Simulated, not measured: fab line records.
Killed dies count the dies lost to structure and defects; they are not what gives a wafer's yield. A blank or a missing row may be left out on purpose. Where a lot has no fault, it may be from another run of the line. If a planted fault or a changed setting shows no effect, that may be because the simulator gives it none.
fab line records ; flow sky130
[record] lots = 5; wafers = 14; last_day = 50
route steps=708 shown METAL2@497 VIA2@507 METAL3@532 CAPM@537 PAD_OPEN@708
lots with no fault: from the same line, run without faults
start_h: start of the lot's first displayed wafer, in hours after the record's first day ; wait_h: how many hours have passed since the lot's step before this one ; " unchanged from the row above ; L1.1+2: several wafers, shown together as one row ; - no value, or no start was given ; * or withheld: withheld ; < > ~ a bound
route shown NAME@n: names a module that has steps shown in the file, with the first one's number in the route ; usual: mean and standard deviation over wafers with no fault ; same: alike in all rows ; chamber/n: place in a boat ; sites: each site's reading ; _std_site: how widely they spread, as a standard deviation ; _edge_site: mean of outer sites minus mean of inner sites ; radius_mm: how far each site lies from the wafer's centre ; mask NAME#n: copy n ; behind: tool/chamber where the wafer was last shaped ; hold: why the lot went on hold/how many hours it stayed there/how the hold came to an end ; device: the transistor (n, p or np) that didn't switch ; end of line: the same wafers' tests at the end of the route ; for a step that has no rows: nothing shown but its recipe ; killed: dies lost to structure and defects at the first sort, not the wafer's yield ; map: shows each die of a wafer: x if killed, . if not, _ if none is there
set.NAME: the setting as run; set.NAME@STEP: as run at that earlier step ; model.NAME: the simulator's own value behind a step, which no gauge read
lots seen at some steps along the route; tables by step, rows by wafer
services: when a tool's chamber went out of use (start_h, in hours from the record's first day, below 0 if earlier), for how many hours, and the reason
[[steps]]
[step SKY_METAL2_DEVELOP_14]
[recipe] develop_time_s = 60; resist = KrF-thick; dev_temp_c = 21
[step SKY_METAL2_CD_MEAS_15]
[recipe] target_cd_nm = 140
[usual] cd_nm = 139.8/1.7
lot.wafer;tool;chamber;start_h;wait_h;cd_nm
L363.1;cd_sem-01;-;843.31;-;141.7
L363.2;cd_sem-01;-;843.31;-;142.8
L363.6;cd_sem-01;-;843.31;-;141.3
L365.1;cd_sem-02;-;856.91;-;136.7
L365.3;cd_sem-02;-;856.91;-;135.6
L365.4;cd_sem-02;-;856.91;-;135.3
L368.2;cd_sem-02;-;877.23;-;139.4
L368.5;cd_sem-02;-;877.23;-;138.9
L368.6;cd_sem-02;-;877.23;-;138.9
L375.1;cd_sem-02;-;935.79;-;139.3
L375.6;cd_sem-02;-;935.79;-;139.1
L383.2;cd_sem-02;-;989.31;-;139.6
L383.3;cd_sem-02;-;989.31;-;140.0
L383.6;cd_sem-02;-;989.31;-;139.6
[step SKY_METAL2_OVL_MEAS_16]
[usual] METAL2_OVL = -3/5
lot.wafer;tool;chamber;start_h;wait_h;METAL2_OVL[nm]
L363.1;overlay-01;-;843.43;0.1;-3
L363.2;overlay-01;-;843.43;0.1;-8
L363.6;overlay-01;-;843.43;0.1;-7
L365.1;overlay-01;-;857.03;0.1;7
L365.3;overlay-01;-;857.03;0.1;-2
L365.4;overlay-01;-;857.03;0.1;0
L368.2;overlay-01;-;877.33;0.1;-5
L368.5;overlay-01;-;877.33;0.1;4
L368.6;overlay-01;-;877.33;0.1;-2
L375.1;overlay-02;-;935.91;0.1;1
L375.6;overlay-02;-;935.91;0.1;-4
L383.2;overlay-02;-;989.41;0.1;2
L383.3;overlay-02;-;989.41;0.1;-6
L383.6;overlay-02;-;989.41;0.1;1
[step SKY_METAL2_DESCUM_17]
[recipe] chemistry = O2; source_power_w = 150; bias_power_w = 0; pressure_mtorr = 10; temp_c = 40; time_s = 8
[step SKY_METAL2_ETCH_18]
[recipe] chemistry = N2/H2; target = BARC; ion_energy_ev = 200; bias_w = 100; pressure_mtorr = 30; n2_flow_sccm = 100; h2_flow_sccm = 200; icp_w = 500; stop_on = SiO2; time_s = 45.9; target_depth_a = 600
[step SKY_METAL2_METAL_ETCH_19]
[recipe] target_depth_a = 3600; stop_on = SiO2; over_etch_frac = 0.3; time_s = 78; chemistry = Cl2/BCl3; resist_sidewall_deg = 88; pressure_mtorr = 10; icp_w = 900; bias_w = 48.5; Cl2_flow_sccm = 60; bcl3_flow_sccm = 30
[step SKY_METAL2_STRIP_20]
[recipe] chemistry = O2/N2; power_w = 1400; pressure_mtorr = 1500; platen_temp_c = withheld; o2_flow_sccm = 3000; n2_flow_sccm = 300; overash_fraction = 0.5
[usual] drypump_motor_current_A = 5.8/0.31; oes_product_au = 0.342/0.005; strip_time_to_endpoint_s = 2.68/0.031
lot.wafer;tool;chamber;start_h;wait_h;drypump_motor_current_A;oes_product_au;rf_hours_counter_h;strip_time_to_endpoint_s
L363.1;plasma_asher-02;0;843.65;0.1;5.7;0.340;102;2.66
L363.2;plasma_asher-02;1;843.65;0.1;5.8;0.343;102;2.69
L363.6;plasma_asher-02;1;843.65;0.1;5.8;0.342;-;2.66
L365.1;plasma_asher-02;0;857.44;0.1;5.7;0.351;103;2.73
L365.3;plasma_asher-02;0;857.44;0.1;5.7;0.341;-;2.70
L365.4;plasma_asher-02;1;857.44;0.1;5.8;0.338;-;2.69
L368.2;plasma_asher-02;1;877.55;0.1;5.8;0.345;105;2.68
L368.5;plasma_asher-02;1;877.55;0.1;5.8;0.343;-;2.66
L368.6;plasma_asher-02;0;877.55;0.1;5.7;0.340;-;2.65
L375.1;plasma_asher-01;0;936.13;0.1;5.1;0.337;20;2.64
L375.6;plasma_asher-01;1;936.13;0.1;5.4;0.335;-;2.70
L383.2;plasma_asher-01;1;989.63;0.1;5.5;0.347;25;2.72
L383.3;plasma_asher-01;1;989.63;0.1;5.5;0.338;-;2.70
L383.6;plasma_asher-01;1;989.63;0.1;5.5;0.339;-;2.68
[step SKY_METAL2_STRIP_21]
[recipe] chemistry = post_etch_residue_remover; time_s = 1200; temp_c = 72.5
[step SKY_METAL2_CLEAN_22]
[recipe] chemistry = IPA; time_s = 180; temp_c = 25
[step SKY_METAL2_CLEAN_23]
[recipe] chemistry = O3/DIW; dry = n2_spin
[step SKY_VIA2_HDPCVD_00]
[recipe] material = SiO2; target_thk_nm = 1180; sigma_open_frac = 0.3; time_s = 196.7; temp_c = 400; sih4_flow_sccm = 60; pressure_mtorr = 6
[step SKY_VIA2_THK_MEAS_01]
[recipe] reads = SiO2_of_VIA2_HDPCVD_00
[usual] VIA2_HDPCVD_THK = 1174/12
lot.wafer;tool;chamber;start_h;wait_h;VIA2_HDPCVD_THK[nm]
L363.1;film_metro-01;-;844.37;0.1;1171
L363.2;film_metro-01;-;844.37;0.1;1195
L363.6;film_metro-01;-;844.37;0.1;1177
L365.1;film_metro-03;-;858.20;0.1;1180
L365.3;film_metro-03;-;858.20;0.1;1170
L365.4;film_metro-03;-;858.20;0.1;1176
L368.2;film_metro-03;-;878.28;0.1;1182
L368.5;film_metro-03;-;878.28;0.1;1184
L368.6;film_metro-03;-;878.28;0.1;1178
L375.1;film_metro-01;-;936.84;0.1;1158
L375.6;film_metro-01;-;936.84;0.1;1167
L383.2;film_metro-03;-;990.36;0.1;1180
L383.3;film_metro-03;-;990.36;0.1;1171
L383.6;film_metro-03;-;990.36;0.1;1169
[step SKY_VIA2_CMP_02]
[recipe] material = SiO2; down_force_psi = 4; platen_rpm = 60; pad_velocity_m_s = 0.94248
[usual] motor_current_A = 12.1/0.82; retaining_ring_pressure_frac = 1.000/0.0049
lot.wafer;tool;chamber;start_h;wait_h;motor_current_A;retaining_ring_pressure_frac
L363.2;cmp-02;1;844.48;0.1;14.3;1.003
L363.1;cmp-02;3;844.48;0.1;10.9;1.010
L363.6;cmp-02;1;844.48;0.1;13.7;0.996
L365.4;cmp-01;3;858.26;0.0;12.5;1.011
L365.3;cmp-01;0;858.26;0.0;12.1;0.997
L365.1;cmp-01;1;858.26;0.0;12.0;1.002
L368.2;cmp-01;0;878.48;0.2;11.8;0.999
L368.6;cmp-01;1;878.48;0.2;11.7;0.994
L368.5;cmp-01;2;878.48;0.2;12.3;1.002
L375.1;cmp-01;3;939.83;3.0;12.4;1.006
L375.6;cmp-01;3;939.83;3.0;11.9;0.996
L383.3;cmp-01;3;990.60;0.2;12.2;1.004
L383.2;cmp-01;2;990.60;0.2;11.6;1.006
L383.6;cmp-01;3;990.60;0.2;12.2;1.011
[step SKY_VIA2_BOW_MEAS_03]
[recipe] mode = bow
[usual] VIA2_BOW = 85/7.2
lot.wafer;tool;chamber;start_h;wait_h;VIA2_BOW[um]
L363.1;film_metro-04;-;844.73;0.1;97
L363.2;film_metro-04;-;844.73;0.1;86
L363.6;film_metro-04;-;844.73;0.1;83
L365.1;film_metro-03;-;858.56;0.1;80
L365.3;film_metro-03;-;858.56;0.1;87
L365.4;film_metro-03;-;858.56;0.1;89
L368.2;film_metro-04;-;878.65;0.1;87
L368.5;film_metro-04;-;878.65;0.1;80
L368.6;film_metro-04;-;878.65;0.1;100
L375.1;film_metro-03;-;940.08;0.2;85
L375.6;film_metro-03;-;940.08;0.2;94
L383.2;film_metro-04;-;990.92;0.1;82
L383.3;film_metro-04;-;990.92;0.1;90
L383.6;film_metro-04;-;990.92;0.1;92
[step SKY_VIA2_DEHYDRATE_04]
[recipe] temp_c = 200; time_s = 60
[step SKY_VIA2_HMDS_05]
[recipe] prime_time_s = 60; prime_temp_c = 120
[step SKY_VIA2_COAT_06]
[recipe] resist = BARC; temp_c = withheld; time_s = withheld; spin_rpm = 3000; resist_thk_nm = 60
[step SKY_VIA2_COAT_07]
[recipe] resist = KrF-thick; spin_rpm = 3000; resist_thk_nm = 450
[step SKY_VIA2_SOFTBAKE_08]
[recipe] temp_c = 100; time_s = 90; resist = KrF-thick
[step SKY_VIA2_EXPOSE_09]
[recipe] mask_id = VIM2; na = 0.8; source_shape = annular; sigma_inner = 0.55; sigma_outer = 0.85; target_cd_nm = 200; dose_mj = 38
[step SKY_VIA2_PEB_10]
[recipe] peb_temp_c = withheld; peb_time_s = withheld; resist = KrF-thick
[step SKY_VIA2_DEVELOP_11]
[recipe] develop_time_s = 60; resist = KrF-thick; dev_temp_c = 21
[step SKY_VIA2_CD_MEAS_12]
[recipe] target_cd_nm = 200
[usual] cd_nm = 200.3/1.5
lot.wafer;tool;chamber;start_h;wait_h;cd_nm
L363.1;cd_sem-02;-;870.96;-;201.0
L363.2;cd_sem-02;-;870.96;-;201.8
L363.6;cd_sem-02;-;870.96;-;202.9
L365.1;cd_sem-01;-;884.88;-;199.5
L365.3;cd_sem-01;-;884.88;-;201.3
L365.4;cd_sem-01;-;884.88;-;200.2
L368.2;cd_sem-01;-;905.53;-;200.6
L368.5;cd_sem-01;-;905.53;-;198.4
L368.6;cd_sem-01;-;905.53;-;201.8
L375.1;cd_sem-02;-;963.56;-;200.1
L375.6;cd_sem-02;-;963.56;-;199.1
L383.2;cd_sem-02;-;1013.59;-;200.3
L383.3;cd_sem-02;-;1013.59;-;201.5
L383.6;cd_sem-02;-;1013.59;-;201.2
[step SKY_VIA2_OVL_MEAS_13]
[usual] VIA2_OVL = 0/7
lot.wafer;tool;chamber;start_h;wait_h;VIA2_OVL[nm]
L363.1;overlay-01;-;871.08;0.1;-11
L363.2;overlay-01;-;871.08;0.1;-5
L363.6;overlay-01;-;871.08;0.1;-2
L365.1;overlay-02;-;885.00;0.1;13
L365.3;overlay-02;-;885.00;0.1;9
L365.4;overlay-02;-;885.00;0.1;9
L368.2;overlay-02;-;905.64;0.1;12
L368.5;overlay-02;-;905.64;0.1;9
L368.6;overlay-02;-;905.64;0.1;8
L375.1;overlay-01;-;963.68;0.1;-3
L375.6;overlay-01;-;963.68;0.1;-4
L383.2;overlay-01;-;1013.70;0.1;11
L383.3;overlay-01;-;1013.70;0.1;-1
L383.6;overlay-01;-;1013.70;0.1;4
[step SKY_VIA2_ETCH_14]
[recipe] chemistry = N2/H2; target = BARC; ion_energy_ev = 200; source_w = 500; bias_w = 100; pressure_mtorr = 30; n2_flow_sccm = 100; h2_flow_sccm = 200; stop_on = SiO2; time_s = 45.9; target_depth_a = 600
[step SKY_VIA2_ETCH_15]
[recipe] target = SiO2; chemistry = C4F8/O2/Ar; target_depth_nm = 546; stop_on = TiN; mask_material = KrF-thick; source_w = 1500; bias_w = 1200; pressure_mtorr = 40; c4f8_flow_sccm = withheld; O2_flow_sccm = 6; Ar_flow_sccm = 300; time_s = 84
[usual] oes_product_au = 0.940/0.0047
[same] time_s = 84
lot.wafer;tool;chamber;start_h;wait_h;oes_product_au;rf_hours_counter_h
L363.1;rie_diel-02;2;871.16;0.0;0.949;8
L363.2;rie_diel-02;3;871.16;0.0;0.938;9
L363.6;rie_diel-02;2;871.16;0.0;0.937;-
L365.1;rie_diel-02;0;885.08;0.0;0.936;14
L365.3;rie_diel-02;3;885.08;0.0;0.949;10
L365.4;rie_diel-02;2;885.08;0.0;0.934;9
L368.2;rie_diel-04;1;905.71;0.0;0.937;4
L368.5;rie_diel-04;2;905.71;0.0;0.943;-
L368.6;rie_diel-04;3;905.71;0.0;0.947;-
L375.1;rie_diel-02;3;963.76;0.0;0.943;13
L375.6;rie_diel-02;2;963.76;0.0;0.943;-
L383.2;rie_diel-01;3;1013.77;0.0;0.944;20
L383.3;rie_diel-01;1;1013.77;0.0;0.938;12
L383.6;rie_diel-01;2;1013.77;0.0;0.943;-
[step SKY_VIA2_STRIP_16]
[recipe] chemistry = O2/N2; power_w = 1400; pressure_mtorr = 1500; platen_temp_c = withheld; o2_flow_sccm = 3000; n2_flow_sccm = 300; overash_fraction = 0.5
[usual] drypump_motor_current_A = 5.4/0.36; oes_product_au = 0.399/0.0047; strip_time_to_endpoint_s = 4.046/0.024
lot.wafer;tool;chamber;start_h;wait_h;drypump_motor_current_A;oes_product_au;rf_hours_counter_h;strip_time_to_endpoint_s
L363.1;plasma_asher-03;1;871.23;0.0;4.8;0.393;71;4.058
L363.2;plasma_asher-03;0;871.23;0.0;5.3;0.401;71;4.016
L363.6;plasma_asher-03;0;871.23;0.0;5.3;0.392;-;4.034
L365.1;plasma_asher-03;0;885.15;0.0;5.3;0.398;72;4.027
L365.3;plasma_asher-03;1;885.15;0.0;4.9;0.400;-;4.088
L365.4;plasma_asher-03;0;885.15;0.0;5.3;0.405;-;4.072
L368.2;plasma_asher-02;1;905.78;0.0;5.8;0.408;107;4.064
L368.5;plasma_asher-02;0;905.78;0.0;5.7;0.399;-;4.054
L368.6;plasma_asher-02;1;905.78;0.0;5.8;0.390;-;4.041
L375.1;plasma_asher-01;1;963.83;0.0;5.4;0.407;22;4.053
L375.6;plasma_asher-01;0;963.83;0.0;5.1;0.394;-;4.047
L383.2;plasma_asher-03;0;1013.83;0.0;5.3;0.399;85;4.055
L383.3;plasma_asher-03;0;1013.83;0.0;5.3;0.394;-;4.042
L383.6;plasma_asher-03;0;1013.83;0.0;5.3;0.402;-;4.075
[step SKY_VIA2_STRIP_17]
[recipe] chemistry = post_etch_residue_remover; time_s = 1200; temp_c = 72.5
[step SKY_VIA2_CLEAN_18]
[recipe] chemistry = IPA; time_s = 180; temp_c = 25
[step SKY_VIA2_CLEAN_19]
[recipe] chemistry = O3/DIW; dry = n2_spin
[step SKY_VIA2_SPUTTER_20]
[recipe] material = TiN; target_thk_nm = 20; chamber_pressure_pa = 5; power_w = 4000; time_s = 80
[step SKY_VIA2_CVD_21]
[recipe] material = W; target_thk_nm = 420; time_s = 126.4; temp_c = 400; pressure_torr = 40
[step SKY_VIA2_RS_MEAS_22]
[recipe] thk_meas_gauge = four-point-probe; reads = W_of_VIA2_CVD_21+TiN_of_VIA2_SPUTTER_20
[usual] VIA2_W_RS = 0.275/0.0035
lot.wafer;tool;chamber;start_h;wait_h;VIA2_W_RS[ohm/sq]
L363.1;film_metro-03;-;872.17;0.2;0.272
L363.2;film_metro-03;-;872.17;0.2;0.274
L363.6;film_metro-03;-;872.17;0.2;0.276
L365.1;film_metro-03;-;885.93;0.1;0.281
L365.3;film_metro-03;-;885.93;0.1;0.281
L365.4;film_metro-03;-;885.93;0.1;0.281
L368.2;film_metro-04;-;906.60;0.1;0.270
L368.5;film_metro-04;-;906.60;0.1;0.272
L368.6;film_metro-04;-;906.60;0.1;0.268
L375.1;film_metro-03;-;964.82;0.1;0.282
L375.6;film_metro-03;-;964.82;0.1;0.275
L383.2;film_metro-03;-;1014.77;0.2;0.273
L383.3;film_metro-03;-;1014.77;0.2;0.276
L383.6;film_metro-03;-;1014.77;0.2;0.273
[step SKY_VIA2_THK_MEAS_23]
[recipe] thk_meas_gauge = xrf; reads = W_of_VIA2_CVD_21
[usual] VIA2_W_THK = 409/7.5
lot.wafer;tool;chamber;start_h;wait_h;VIA2_W_THK[nm]
L363.1;film_metro-03;-;872.29;0.1;410
L363.2;film_metro-03;-;872.29;0.1;407
L363.6;film_metro-03;-;872.29;0.1;405
L365.1;film_metro-03;-;886.05;0.1;397
L365.3;film_metro-03;-;886.05;0.1;397
L365.4;film_metro-03;-;886.05;0.1;396
L368.2;film_metro-04;-;906.71;0.1;419
L368.5;film_metro-04;-;906.71;0.1;417
L368.6;film_metro-04;-;906.71;0.1;423
L375.1;film_metro-03;-;964.94;0.1;395
L375.6;film_metro-03;-;964.94;0.1;402
L383.2;film_metro-03;-;1014.88;0.1;408
L383.3;film_metro-03;-;1014.88;0.1;402
L383.6;film_metro-03;-;1014.88;0.1;409
[step SKY_VIA2_CMP_24]
[recipe] stop_on = SiO2; t_overpolish_s = 20; down_force_psi = 3.5; platen_rpm = 60; target_thk_nm = 0; pad_velocity_m_s = 0.94248
[step SKY_METAL3_SPUTTER_00]
[recipe] material = Ti; target_thk_nm = 15; power_w = 3000; time_s = 10; chamber_pressure_pa = 0.4
[step SKY_METAL3_SPUTTER_01]
[recipe] material = TiN; target_thk_nm = 20; power_w = 6500; time_s = 16.7; chamber_pressure_pa = 0.4
[usual] cathode_dc_power_W = 6500.2/1.2; throttle_valve_pct = 29.8/1.2
[same] time_s = 16.7
lot.wafer;tool;chamber;start_h;wait_h;cathode_dc_power_W;throttle_valve_pct
L363.1;pvd_sputter-03;-;872.67;0.0;6500.0;31.1
L363.2;pvd_sputter-03;-;872.67;0.0;6501.0;31.3
L363.6;pvd_sputter-03;-;872.67;0.0;6499.8;31.3
L365.1;pvd_sputter-04;-;886.43;0.0;6500.4;30.1
L365.3;pvd_sputter-04;-;886.43;0.0;6503.8;29.1
L365.4;pvd_sputter-04;-;886.43;0.0;6499.7;29.0
L368.2;pvd_sputter-04;-;907.08;0.0;6498.2;30.2
L368.5;pvd_sputter-04;-;907.08;0.0;6501.2;29.3
L368.6;pvd_sputter-04;-;907.08;0.0;6500.2;27.8
L375.1;pvd_sputter-03;-;965.33;0.0;6500.5;30.1
L375.6;pvd_sputter-03;-;965.33;0.0;6499.8;30.0
L383.2;pvd_sputter-03;-;1015.25;0.0;6501.9;31.2
L383.3;pvd_sputter-03;-;1015.25;0.0;6499.9;30.0
L383.6;pvd_sputter-03;-;1015.25;0.0;6500.7;31.3
[step SKY_METAL3_SPUTTER_02]
[recipe] material = AlCu; target_thk_nm = 735; power_w = 10600; time_s = 39.1; chamber_pressure_pa = 0.4
[step SKY_METAL3_SPUTTER_03]
[recipe] material = Ti; target_thk_nm = 5; power_w = 3000; time_s = 3.3; chamber_pressure_pa = 0.4
[usual] cathode_dc_power_W = 2999.9/0.55; throttle_valve_pct = 29.8/1.2
[same] time_s = 3.3
lot.wafer;tool;chamber;start_h;wait_h;cathode_dc_power_W;throttle_valve_pct
L363.1;pvd_sputter-03;-;872.74;0.0;2999.1;31.3
L363.2;pvd_sputter-03;-;872.74;0.0;2999.3;31.3
L363.6;pvd_sputter-03;-;872.74;0.0;2999.9;31.0
L365.1;pvd_sputter-04;-;886.50;0.0;3000.7;30.2
L365.3;pvd_sputter-04;-;886.50;0.0;2999.0;29.4
L365.4;pvd_sputter-04;-;886.50;0.0;3000.7;29.3
L368.2;pvd_sputter-04;-;907.14;0.0;3000.7;29.9
L368.5;pvd_sputter-04;-;907.14;0.0;2999.1;29.5
L368.6;pvd_sputter-04;-;907.14;0.0;2999.7;27.5
L375.1;pvd_sputter-03;-;965.39;0.0;2999.1;30.3
L375.6;pvd_sputter-03;-;965.39;0.0;3000.4;30.2
L383.2;pvd_sputter-03;-;1015.31;0.0;2999.8;31.4
L383.3;pvd_sputter-03;-;1015.31;0.0;3000.5;30.2
L383.6;pvd_sputter-03;-;1015.31;0.0;3000.7;31.2
[step SKY_METAL3_SPUTTER_04]
[recipe] material = TiN; target_thk_nm = 70; power_w = 6500; time_s = 58.3; chamber_pressure_pa = 0.4
[step SKY_CAPM_CVD_00]
[recipe] material = SiO2; target_thk_nm = 15.5; temp_c = 400; time_s = withheld; rf_w = 450
[step SKY_CAPM_THK_MEAS_01]
[recipe] reads = SiO2_of_CAPM_CVD_00
[usual] CAPM_CVD_00_THK = 15.47/0.27
lot.wafer;tool;chamber;start_h;wait_h;CAPM_CVD_00_THK[nm]
L363.1;film_metro-03;-;872.84;-;15.08
L363.2;film_metro-03;-;872.84;-;15.13
L363.6;film_metro-03;-;872.84;-;15.29
L365.1;film_metro-01;-;886.58;-;15.37
L365.3;film_metro-01;-;886.58;-;15.34
L365.4;film_metro-01;-;886.58;-;15.74
L368.2;film_metro-01;-;907.24;-;15.38
L368.5;film_metro-01;-;907.24;-;15.54
L368.6;film_metro-01;-;907.24;-;15.56
L375.1;film_metro-02;-;965.48;-;15.27
L375.6;film_metro-02;-;965.48;-;15.46
L383.2;film_metro-02;-;1015.41;-;15.46
L383.3;film_metro-02;-;1015.41;-;15.55
L383.6;film_metro-02;-;1015.41;-;15.95
[step SKY_PAD_OPEN_PROBE_99]
[usual] killed_at_M0_to_M3 = 44/6.5; killed_at_M4_up = 3.3/1.7; killed_at_contacts = 25/5.3; killed_at_front_end = 15/5; killed_at_other = 0.2/0.47; killed_dies = 87/9.9; killed_open = 47/8; killed_short = 39/6.1
[same] gross_dies = 492; killed_at_back_side = 0
lot.wafer;tool;chamber;start_h;wait_h;killed_at_M0_to_M3;killed_at_M4_up;killed_at_contacts;killed_at_front_end;killed_at_other;killed_dies;killed_open;killed_short;model.etest.tip_sonos.rs_ohm_sq;model.etest.tip_sonos.rs_ohm_sq_range;model.etest.tip_sonos.rs_ohm_sq_rim_less_centre
L363.1;prober-02;-;1092.48;0.1;34;2;23;16;1;76;42;34;2555;32.6;16.89
L363.2;prober-02;-;1092.53;0.1;43;7;22;11;0;83;46;37;2557;40.7;11.96
L363.6;prober-02;-;1092.73;0.2;49;2;26;21;0;98;56;42;2555;20.82;7.857
L368.2;prober-01;-;1123.43;0.1;46;3;26;20;0;95;52;43;2652;33.73;12.19
L368.5;prober-01;-;1123.58;0.2;45;4;26;13;0;88;47;41;2640;42.27;-24
L368.6;prober-01;-;1123.63;0.2;43;2;19;13;0;77;48;29;2658;51.37;21.93
L375.1;prober-02;-;1164.94;0.1;41;3;21;15;0;80;35;45;2825;163;-52.55
L375.6;prober-02;-;1165.19;0.2;44;3;27;20;0;94;44;50;2810;149.6;-39.95
L383.2;prober-02;-;1200.44;0.1;40;4;25;11;0;80;43;37;2526;42.1;18.95
L383.3;prober-02;-;1200.49;0.2;49;4;28;25;0;106;54;52;2607;56.91;-1.147
L383.6;prober-02;-;1200.64;0.2;43;4;19;7;0;73;44;29;2532;30.74;-22.76
// killed by level:class
L363.1 LI_CONTACT:geometric_particle:open=10 METAL1:geometric_particle:short=8 CONTACT:geometric_particle:open=6 VIA1:geometric_particle:open=5 VIA1:geometric_particle:short=5 CONTACT:geometric_particle:short=4 VIA2:geometric_particle:short=4 FIELD_ISO:geometric_particle:open=3
L363.2 VIA1:geometric_particle:open=9 CONTACT:geometric_particle:open=6 VIA2:geometric_particle:open=6 LI_CONTACT:geometric_particle:open=5 VIA3:geometric_particle:short=4 CONTACT:geometric_particle:short=4 METAL1:geometric_particle:short=4 METAL2:geometric_particle:short=4
L363.6 VIA1:geometric_particle:open=10 FIELD_ISO:geometric_particle:open=9 VIA2:geometric_particle:open=9 VIA3:geometric_particle:open=8 CONTACT:geometric_particle:short=7 CONTACT:geometric_particle:open=7 VIA3:geometric_particle:short=6 LI_CONTACT:geometric_particle:open=5
L368.2 CONTACT:geometric_particle:short=9 VIA1:geometric_particle:open=9 POLY_GATE:geometric_particle:open=8 CONTACT:geometric_particle:open=8 VIA3:geometric_particle:open=7 METAL1:geometric_particle:short=7 METAL2:geometric_particle:short=7 LI_CONTACT:geometric_particle:open=6
L368.5 METAL1:geometric_particle:short=11 CONTACT:geometric_particle:open=11 VIA1:geometric_particle:open=6 VIA2:geometric_particle:open=6 LI_CONTACT:geometric_particle:open=5 VIA3:geometric_particle:open=5 VIA2:geometric_particle:short=4 POLY_GATE:geometric_particle:short=3
L368.6 VIA2:geometric_particle:open=10 VIA1:geometric_particle:open=9 VIA3:geometric_particle:open=8 CONTACT:geometric_particle:open=7 LI_CONTACT:geometric_particle:open=6 METAL1:geometric_particle:short=5 METAL2:geometric_particle:short=4 FIELD_ISO:geometric_particle:open=3
L375.1 LI_CONTACT:geometric_particle:open=8 CONTACT:geometric_particle:open=7 METAL1:geometric_particle:short=7 VIA1:geometric_particle:open=6 METAL2:geometric_particle:short=6 VIA2:geometric_particle:short=6 FIELD_ISO:geometric_particle:short=5 POLY_GATE:geometric_particle:short=4
L375.6 CONTACT:geometric_particle:open=10 FIELD_ISO:geometric_particle:short=7 VIA3:geometric_particle:open=7 METAL2:geometric_particle:short=7 VIA1:geometric_particle:short=7 VIA1:geometric_particle:open=7 LOCAL_INTERCONNECT:geometric_particle:short=6 FIELD_ISO:geometric_particle:open=5
L383.2 VIA1:geometric_particle:open=10 CONTACT:geometric_particle:open=8 LI_CONTACT:geometric_particle:open=6 LOCAL_INTERCONNECT:geometric_particle:short=5 METAL1:geometric_particle:short=4 VIA1:geometric_particle:short=4 VIA2:geometric_particle:open=4 VIA3:geometric_particle:open=4
L383.3 CONTACT:geometric_particle:open=12 VIA1:geometric_particle:open=11 FIELD_ISO:geometric_particle:open=7 POLY_GATE:geometric_particle:short=7 VIA2:geometric_particle:short=6 FIELD_ISO:geometric_particle:short=5 POLY_GATE:geometric_particle:open=5 LOCAL_INTERCONNECT:geometric_particle:short=5
L383.6 VIA1:geometric_particle:open=14 CONTACT:geometric_particle:open=8 CONTACT:geometric_particle:short=5 VIA2:geometric_particle:open=5 VIA1:geometric_particle:short=4 METAL2:geometric_particle:short=4 FIELD_ISO:geometric_particle:open=3 METAL1:geometric_particle:short=3
[[services]]
tool;chamber;start_h;hours;kind
cmp-01;-;827.74;20.7;repair
rie_diel-02;-;849.63;0.9;repair
plasma_asher-02;-;864.36;2.8;pm
rie_diel-01;0;876.25;1.9;repair
rie_diel-04;0;882.07;48.4;repair
cmp-01;-;900.88;0.4;repair
rie_diel-01;0;901.89;1.3;repair
cmp-02;-;909.04;2.0;repair
cmp-01;-;912.00;4.0;pm
rie_diel-01;1;917.03;2.5;repair
cmp-01;-;936.08;2.0;repair
cmp-02;-;936.36;2.5;repair
rie_diel-02;2;939.54;6.5;repair
rie_diel-04;-;949.04;1.0;repair
cmp-02;-;963.30;0.8;repair
rie_diel-02;2;970.29;10.5;repair
cmp-01;-;974.10;1.0;repair
pvd_sputter-04;-;979.53;5.0;repair
cmp-01;-;983.39;4.4;pm
rie_diel-02;0;986.08;10.7;repair
plasma_asher-03;-;988.18;1.3;repair
pvd_sputter-04;-;988.26;1.0;repair
rie_diel-02;0;1009.67;21.2;repair
rie_diel-02;2;1012.58;4.7;repair
[[key]]
first_sign none at tools or gauges
[model_effect] step = SKY_PAD_OPEN_PROBE_99; value = etest.tip_sonos.rs_ohm_sq; without = 2697; struck = 2817
met_at SKY_VIA2_CMP_02
struck_wafers L375.1,L375.6
tester_left_out L375
onset_between 878.48 939.83
also_fits SKY_VIA2_ETCH_15:rie_diel-02,SKY_VIA2_STRIP_16:plasma_asher-01
[earlier_fault] kind = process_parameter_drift; tool = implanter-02; chamber = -; onset_h = 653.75; steps = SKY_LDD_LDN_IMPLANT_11; channel = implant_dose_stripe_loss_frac; offset = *; shape = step; end_h = 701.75; scope = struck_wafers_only
[fault] kind = process_parameter_drift; tool = cmp-01; chamber = -; onset_h = 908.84; steps = SKY_VIA2_CMP_02; channel = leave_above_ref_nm; offset = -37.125; shape = step; end_h = 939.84; scope = struck_wafers_only; acts_in = these_recipes_only; stated = 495
// tester_left_out: of these lots the tester's yield and bins aren't shown, on N5 and GAA mostly nor the transistor test; their killed dies are dies lost to structure and defects alone, not to doping, threshold or leakage, so they don't give the yield
